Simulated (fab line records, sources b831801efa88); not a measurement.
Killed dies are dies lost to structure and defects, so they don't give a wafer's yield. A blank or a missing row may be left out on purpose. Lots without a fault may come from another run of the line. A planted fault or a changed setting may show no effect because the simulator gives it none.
One fault seen from 2 desks | flow sky130 | each desk has only its own numbers; what lay behind them comes last

THE TOOL OWNER'S DESK: implanter-03
The tool's own readings at SKY_VT_ADJUST_LVTN_IMPLANT_08: means of the sampled wafers that have a number, for each lot that ran on this tool. A lot is out of limits, marked OUT, if its mean lies more than 4 standard deviations from the usual mean; the brackets give that distance.
Columns: A = dose_ions_cm2 at SKY_VT_ADJUST_LVTN_IMPLANT_08, usual 1.5699e+12; B = faraday_current_uA at SKY_VT_ADJUST_LVTN_IMPLANT_08, usual 8.84
lot  | first seen here | A                            | B
L773 | day 7 05:59     | 1.5696e+12                   | 8.81
L772 | day 7 07:38     | 1.5694e+12                   | 8.82
L775 | day 7 12:35     | 2.3833e+12 (+99 or more) OUT | 13.29 (+26) OUT
L778 | day 8 14:00     | 2.3842e+12 (+99 or more) OUT | 13.42 (+27) OUT
L786 | day 10 23:44    | 1.5693e+12                   | 8.86
L788 | day 11 08:30    | 1.5718e+12                   | 8.69
L791 | day 12 04:24    | 1.5712e+12                   | 9.12
L793 | day 12 11:49    | 1.5715e+12                   | 8.72
L795 | day 13 02:47    | 1.5697e+12                   | 8.94
This desk's finding: out of limits on L775, L778; first on L775, day 7 12:35 (dose_ions_cm2 at SKY_VT_ADJUST_LVTN_IMPLANT_08). In limits: L773, L772, L786, L788, L791, L793, L795.

THE METROLOGY DESK
What the gauges read, lot by lot, whatever tool the lot ran on: means of the sampled wafers that have a number. A lot is out of limits, marked OUT, if its mean lies more than 4 standard deviations from the usual mean; the brackets give that distance.
Columns: A = FIELD_ISO_OXIDATION_01_THK at SKY_FIELD_ISO_THK_MEAS_23, usual 9.96 nm; B = FIELD_ISO_CVD_24_THK at SKY_FIELD_ISO_THK_MEAS_25, usual 596 nm; C = VT_ADJUST_LVTN_TW at SKY_VT_ADJUST_LVTN_TW_MEAS_10, usual 242.6; D = VT_ADJUST_NCORE_OVL at SKY_VT_ADJUST_NCORE_OVL_MEAS_08, usual 1.4 nm
lot  | first seen here | A     | B   | C               | D
L772 | day 2 14:16     | 9.85  | 597 | 241.1           | 3.9
L773 | day 2 15:25     | 9.81  | 602 | 243.4           | 0.1
L775 | day 2 22:11     | 9.99  | 595 | 272.6 (+25) OUT | 2.9
L776 | day 3 02:17     | 10.05 | 596 | 244.2           | 0.3
L778 | day 3 16:31     | 9.53  | 597 | 272.5 (+25) OUT | 1.1
L786 | day 5 12:48     | 9.94  | 596 | 243.9           | 0.5
L787 | day 5 12:49     | 10.06 | 599 | 244.6           | 2.1
L788 | day 5 20:20     | 9.98  | 599 | 242.8           | 2.4
L790 | day 6 05:08     | 9.98  | 591 | 242.6           | 2.7
L791 | day 6 10:19     | 9.88  | 597 | 242.1           | 0.3
L792 | day 6 15:49     | 9.97  | 594 | 242.2           | 1.1
L793 | day 6 18:42     | 9.99  | 593 | 241.4           | 1.1
L795 | day 7 08:28     | 10.11 | 608 | 242.8           | 1.1
This desk's finding: out of limits on L775, L778; first on L775, day 7 12:49 (VT_ADJUST_LVTN_TW at SKY_VT_ADJUST_LVTN_TW_MEAS_10). In limits: L772, L773, L776, L786, L787, L788, L790, L791, L792, L793, L795.

PUT TOGETHER
The tool owner's desk could have raised an alarm at day 7 12:35, on L775, L778.
The metrology desk could have raised an alarm at day 7 12:49, on L775, L778.
Of the lots named, all ran SKY_VT_ADJUST_LVTN_IMPLANT_08 on implanter-03.

WHAT THE SIMULATOR HAD PUT IN
Process parameter drift: implanter-03, from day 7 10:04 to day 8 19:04, at SKY_VT_ADJUST_LVTN_IMPLANT_08. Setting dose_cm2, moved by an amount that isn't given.
Lots struck among those shown: L775, L778.
Hours from the fault's start to each desk's first reading out of limits: the tool owner's desk, 3; the metrology desk, 3.
